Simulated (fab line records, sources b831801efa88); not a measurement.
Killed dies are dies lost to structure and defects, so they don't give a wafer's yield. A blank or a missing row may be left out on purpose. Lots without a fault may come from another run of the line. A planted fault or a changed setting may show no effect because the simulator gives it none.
Which tool did it? | flow sky130 | 12 lots, 36 wafers sampled, at 5 steps of a route of 708

WHAT THE GAUGES READ, wafer by wafer
SKY_VT_ADJUST_NCORE_CD_MEAS_07: target cd 380 nm. Usual: cd_nm 379.6 nm, standard deviation 2.9.
lot  | measured     | on        | cd_nm (nm)        | flag
L766 | day 8 08:16  | cd_sem-02 | 380.2 382.0 380.8 |
L767 | day 8 18:56  | cd_sem-01 | 383.2 378.3 385.6 |
L768 | day 8 23:03  | cd_sem-02 | 376.4 376.3 374.1 |
L773 | day 10 14:19 | cd_sem-01 | 374.9 376.5 376.4 |
L776 | day 11 21:43 | cd_sem-01 | 377.5 376.9 374.4 |
L778 | day 12 05:05 | cd_sem-01 | 383.6 382.2 380.9 |
L777 | day 12 06:01 | cd_sem-02 | 380.9 378.7 379.7 |
L779 | day 12 09:57 | cd_sem-02 | 381.7 383.2 384.7 |
L785 | day 14 10:10 | cd_sem-02 | 381.6 379.5 380.6 |
L787 | day 14 22:14 | cd_sem-02 | 377.3 377.5 380.2 |
L788 | day 15 03:39 | cd_sem-02 | 381.7 379.3 379.9 |
L789 | day 15 08:28 | cd_sem-02 | 383.2 383.9 382.4 |

SKY_VT_ADJUST_HVTR_TW_MEAS_11. Usual: VT_ADJUST_HVTR_TW 212.3, standard deviation 0.86.
lot  | measured     | on            | VT_ADJUST_HVTR_TW | flag
L766 | day 9 05:23  | film_metro-04 | 212.3 213.3 213.9 |
L767 | day 9 16:23  | film_metro-03 | 210.9 212.3 211.0 |
L768 | day 9 20:50  | film_metro-04 | 213.2 212.2 213.2 |
L773 | day 11 14:51 | film_metro-04 | 210.6 210.8 211.6 |
L776 | day 12 22:47 | film_metro-04 | 168.5 168.4 170.0 | OFF
L778 | day 13 06:28 | film_metro-02 | 212.0 212.4 212.8 |
L777 | day 13 07:38 | film_metro-03 | 169.3 168.6 169.1 | OFF
L779 | day 13 12:07 | film_metro-02 | 213.5 212.5 211.8 |
L785 | day 15 12:23 | film_metro-04 | 212.9 212.7 213.1 |
L787 | day 16 01:14 | film_metro-04 | 212.3 211.4 212.2 |
L788 | day 16 06:36 | film_metro-04 | 212.5 211.0 211.7 |
L789 | day 16 12:41 | film_metro-02 | 210.8 209.4 210.3 |

WHICH TOOL RAN EACH LOT (tool, then ch and the chambers of the sampled wafers, then the start)
lot  | SKY_VT_ADJUST_HVTP_STRIP_10          | SKY_VT_ADJUST_HVTR_IMPLANT_09   | SKY_VT_ADJUST_HVTR_STRIP_10
L766 | plasma_asher-04 ch 0, day 5 22:17    | implanter-01 ch 0, day 9 05:10  | plasma_asher-03 ch 0,1, day 9 05:17
L767 | plasma_asher-02 ch 0,1, day 6 06:36  | implanter-02 ch 0, day 9 16:08  | plasma_asher-03 ch 0,1, day 9 16:17
L768 | plasma_asher-02 ch 0,1, day 6 10:51  | implanter-01 ch 0, day 9 20:35  | plasma_asher-02 ch 0,1, day 9 20:44
L773 | plasma_asher-01 ch 0,1, day 7 22:59  | implanter-03 ch 0, day 11 14:38 | plasma_asher-02 ch 0,1, day 11 14:46
L776 | plasma_asher-04 ch 0,1, day 9 01:46  | implanter-03 ch 0, day 12 22:32 | plasma_asher-02 ch 0,1, day 12 22:40
L778 | plasma_asher-01 ch 0,1, day 9 08:19  | implanter-02 ch 0, day 13 06:16 | plasma_asher-04 ch 0,1, day 13 06:22
L777 | plasma_asher-02 ch 0,1, day 9 08:35  | implanter-03 ch 0, day 13 07:25 | plasma_asher-04 ch 0,1, day 13 07:32
L779 | plasma_asher-04 ch 0,1, day 9 11:39  | implanter-02 ch 0, day 13 11:52 | plasma_asher-02 ch 0,1, day 13 12:01
L785 | plasma_asher-01 ch 0,1, day 11 07:38 | implanter-02 ch 0, day 15 12:10 | plasma_asher-03 ch 0,1, day 15 12:17
L787 | plasma_asher-01 ch 0,1, day 11 18:59 | implanter-02 ch 0, day 16 00:59 | plasma_asher-02 ch 0,1, day 16 01:08
L788 | plasma_asher-02 ch 0,1, day 12 00:15 | implanter-01 ch 0, day 16 06:22 | plasma_asher-02 ch 0,1, day 16 06:29
L789 | plasma_asher-04 ch 0,1, day 12 04:48 | implanter-02 ch 0, day 16 12:28 | plasma_asher-02 ch 0,1, day 16 12:35
- SKY_VT_ADJUST_HVTP_STRIP_10: strips in O2/N2.
- SKY_VT_ADJUST_HVTR_IMPLANT_09
- SKY_VT_ADJUST_HVTR_STRIP_10: strips in O2/N2.

WHAT THE TOOLS THEMSELVES READ (means of the sampled wafers that have a number; where no wafer has one, the mark that the record gives instead)
SKY_VT_ADJUST_HVTP_STRIP_10. Usual: drypump_motor_current_A 5.7 A, standard deviation 0.58; oes_product_au 0.716 a.u., standard deviation 0.0041; strip_time_to_endpoint_s 14.17 s, standard deviation 0.034.
lot  | tool            | drypump_motor_current_A (A) | oes_product_au (a.u.) | strip_time_to_endpoint_s (s) | flag
L766 | plasma_asher-04 | 4.9                         | 0.717                 | 14.13                        |
L767 | plasma_asher-02 | 5.9                         | 0.715                 | 14.22                        |
L768 | plasma_asher-02 | 5.9                         | 0.715                 | 14.19                        |
L773 | plasma_asher-01 | 5.5                         | 0.719                 | 14.19                        |
L776 | plasma_asher-04 | 5.3                         | 0.715                 | 14.15                        |
L778 | plasma_asher-01 | 5.5                         | 0.717                 | 14.12                        |
L777 | plasma_asher-02 | 5.9                         | 0.715                 | 14.16                        |
L779 | plasma_asher-04 | 5.3                         | 0.715                 | 14.16                        |
L785 | plasma_asher-01 | 5.5                         | 0.714                 | 14.17                        |
L787 | plasma_asher-01 | 5.5                         | 0.716                 | 14.18                        |
L788 | plasma_asher-02 | 5.9                         | 0.715                 | 14.16                        |
L789 | plasma_asher-04 | 5.3                         | 0.713                 | 14.15                        |

SKY_VT_ADJUST_HVTR_IMPLANT_09. Usual: dose_ions_cm2 2.1e+12, standard deviation 2.6e+09; faraday_current_uA 11.85, standard deviation 0.21.
lot  | tool         | dose_ions_cm2 | faraday_current_uA | flag
L766 | implanter-01 | 2.1e+12       | 11.77              |
L767 | implanter-02 | 2.1e+12       | 11.78              |
L768 | implanter-01 | 2.1e+12       | 11.86              |
L773 | implanter-03 | 2.1e+12       | 11.83              |
L776 | implanter-03 | 9.0e+11       | 5.11               | OFF
L778 | implanter-02 | 2.1e+12       | 11.73              |
L777 | implanter-03 | 9.0e+11       | 5.15               | OFF
L779 | implanter-02 | 2.1e+12       | 11.78              |
L785 | implanter-02 | 2.1e+12       | 11.99              |
L787 | implanter-02 | 2.1e+12       | 11.79              |
L788 | implanter-01 | 2.1e+12       | 11.93              |
L789 | implanter-02 | 2.1e+12       | 11.83              |

SKY_VT_ADJUST_HVTR_STRIP_10. Usual: drypump_motor_current_A 5.7 A, standard deviation 0.48; oes_product_au 0.715 a.u., standard deviation 0.0046; strip_time_to_endpoint_s 14.19 s, standard deviation 0.043.
lot  | tool            | drypump_motor_current_A (A) | oes_product_au (a.u.) | strip_time_to_endpoint_s (s) | flag
L766 | plasma_asher-03 | 5.5                         | 0.721                 | 14.15                        |
L767 | plasma_asher-03 | 5.5                         | 0.717                 | 14.22                        |
L768 | plasma_asher-02 | 5.9                         | 0.713                 | 14.14                        |
L773 | plasma_asher-02 | 5.9                         | 0.713                 | 14.13                        |
L776 | plasma_asher-02 | 5.9                         | 0.717                 | 14.21                        |
L778 | plasma_asher-04 | 5.8                         | 0.718                 | 14.22                        |
L777 | plasma_asher-04 | 5.3                         | 0.714                 | 14.23                        |
L779 | plasma_asher-02 | 5.9                         | 0.718                 | 14.19                        |
L785 | plasma_asher-03 | 5.5                         | 0.713                 | 14.24                        |
L787 | plasma_asher-02 | 5.9                         | 0.718                 | 14.13                        |
L788 | plasma_asher-02 | 5.9                         | 0.714                 | 14.18                        |
L789 | plasma_asher-02 | 5.9                         | 0.713                 | 14.20                        |

THE ANSWER, worked out from the rows above alone
Rule: a lot is off if the mean of its wafers that have a number lies more than 3 standard deviations from the usual mean. A lot without any number at a reading at which 4 lots or more have one is off too. The other lots that the step has rows for count as sound. The gauges are gone through in route order, then the tools' own readings, and for those a lot's mean is taken as printed above. The first step at which some lot is off is used, and at that step the reading that is off furthest; a lot without a number counts as furthest.
Off: L776, L777, at SKY_VT_ADJUST_HVTR_TW_MEAS_11 (VT_ADJUST_HVTR_TW).
A tool fits if, at a process step before that reading, it ran every lot that is off, and no sound lot after the first of them. The gauges at SKY_VT_ADJUST_HVTR_TW_MEAS_11 aren't tried: what is off there is off at SKY_VT_ADJUST_HVTR_IMPLANT_09 too, on other tools, and a gauge's error can't cause that. One fits: implanter-03 at SKY_VT_ADJUST_HVTR_IMPLANT_09. Its last sound lot is L773 (day 11 14:38), its first lot that is off L776 (day 12 22:32): a fault that began between those two fits.
The tool's own readings at SKY_VT_ADJUST_HVTR_IMPLANT_09 bear it out: on the lots that are off they differ by more than 5 times the standard deviation of the sound lots' means. dose_ions_cm2 reads 9.0e+11 there against 2.1e+12 on the sound lots; faraday_current_uA reads 5.13 there against 11.83 on the sound lots.

WHAT THE SIMULATOR HAD PUT IN
Process parameter drift: implanter-03, from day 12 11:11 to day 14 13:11, at SKY_VT_ADJUST_HVTR_IMPLANT_09. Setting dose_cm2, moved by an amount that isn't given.
Lots struck among those shown: L776, L777. The rule above found the same.
